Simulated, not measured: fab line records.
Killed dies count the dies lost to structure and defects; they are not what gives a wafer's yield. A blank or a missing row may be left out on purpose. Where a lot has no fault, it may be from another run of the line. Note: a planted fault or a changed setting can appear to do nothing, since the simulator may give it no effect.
8D (eight disciplines) problem report, filled in by code    flow gf180mcu    the parts of the form that need people (team, actions taken, sign-off) are left out

== 1. PROBLEM STATEMENT ==
Across 6 wafers from 2 lots, CONTACT_W_RS at GF_CONTACT_RS_MEAS_25 averages 0.618 ohm/sq, while fault-free wafers read 0.387 ohm/sq with a standard deviation of 0.0043. That is +54 standard deviations from the usual mean.
The step: measures by four-point-probe.
The first sign was on wafer L197.2 at day 20 00:53, on film-metro-03. The record has a number at this step for 33 wafers belonging to 11 lots. The rule behind "out" and "out of limits": a value lying over 4 standard deviations away from the usual mean. All remaining wafers that have a number are taken as sound.

== 2. WHAT IT IS AND WHAT IT IS NOT ==
question                     is                            is not
which readings at this step  CONTACT_W_RS                  -
which lots                   L197, L199                    L190, L191, L192, L193, L203, L204, L206, L210, L211
which wafers of those lots   all that have a number        -
read on which gauges         film-metro-02, film-metro-03  film-metro-01
when                         from day 20 00:53             up to then (12 sound wafers); but 15 sound wafers of L203, L204, L206, L210, L211 came after

== 3. SUSPECTS, AND WHAT RULES EACH OUT ==
Counting: any tool at a process step up to the reading is kept as a suspect provided that every lot that is out went through it and no sound lot did after the first of them.
- ruled out: the gauge at GF_CONTACT_RS_MEAS_25. Those wafers that are out were read across 2 gauges (film-metro-02, film-metro-03).
- cvd-w-02 at GF_CONTACT_CVD_24 (deposits W, target thk 300 nm, time 90.339 s): ruled out as a lasting fault. Following L197 (day 20 00:46), the first lot on it that is out, the sound lots L210, L211 were run on it.
Left after counting: nothing in the record.

== 4. THE CAUSE (what the simulator had put in) ==
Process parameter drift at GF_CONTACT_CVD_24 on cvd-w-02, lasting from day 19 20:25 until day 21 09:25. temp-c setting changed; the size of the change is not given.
The count ruled it out by mistake, since the rule takes a fault to strike every lot its tool runs from the start of the fault on, and this one did not do so.

== 5. THE EFFECT CHAIN, in route order ==
One row per reading whose mean, taken over the struck wafers that have a number, lies over 3 standard deviations from the usual. Only readings for which the record gives a usual standard deviation are gone through. hours: the time from each lot's start at the first step in this table that gives one to its start at this step, as a median over the lots. sigmas: the change in usual standard deviations.
hours  step                    reading             usual         on struck wafers  change  sigmas
0      GF_CONTACT_CVD_24       susceptor-temp-C    399.99 C      375.81            -24.18  -99 or more
0      GF_CONTACT_RS_MEAS_25   CONTACT_W_RS        0.387 ohm/sq  0.618             +0.231  +54
0      GF_CONTACT_THK_MEAS_26  CONTACT_W_THK       295 nm        186               -109    -30
0      GF_CONTACT_CMP_27       time-to-endpoint-s  72 s          45                -27     -8.2
It contains these process steps:
- GF_CONTACT_CVD_24: deposits W, target thk 300 nm, time 90.339 s.
- GF_CONTACT_CMP_27: polishes, stops on SiO2, t overpolish 15 s, target thk 0 nm.
Later steps that measure or inspect, where all struck wafers having a row at the step show a number for every such reading and not one has moved that far: GF_M1_RS_MEAS_05.

== 6. HOW IT WOULD HAVE BEEN CAUGHT EARLIER ==
4 hours passed between the start of the fault at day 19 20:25 and the first reading out of limits at a measuring or inspecting step in this record, taken at day 20 00:53.
The tool's own readings at GF_CONTACT_CVD_24 were out on every struck wafer that the step has a row for (susceptor-temp-C): an alarm limit on them would have fired on the first of those.
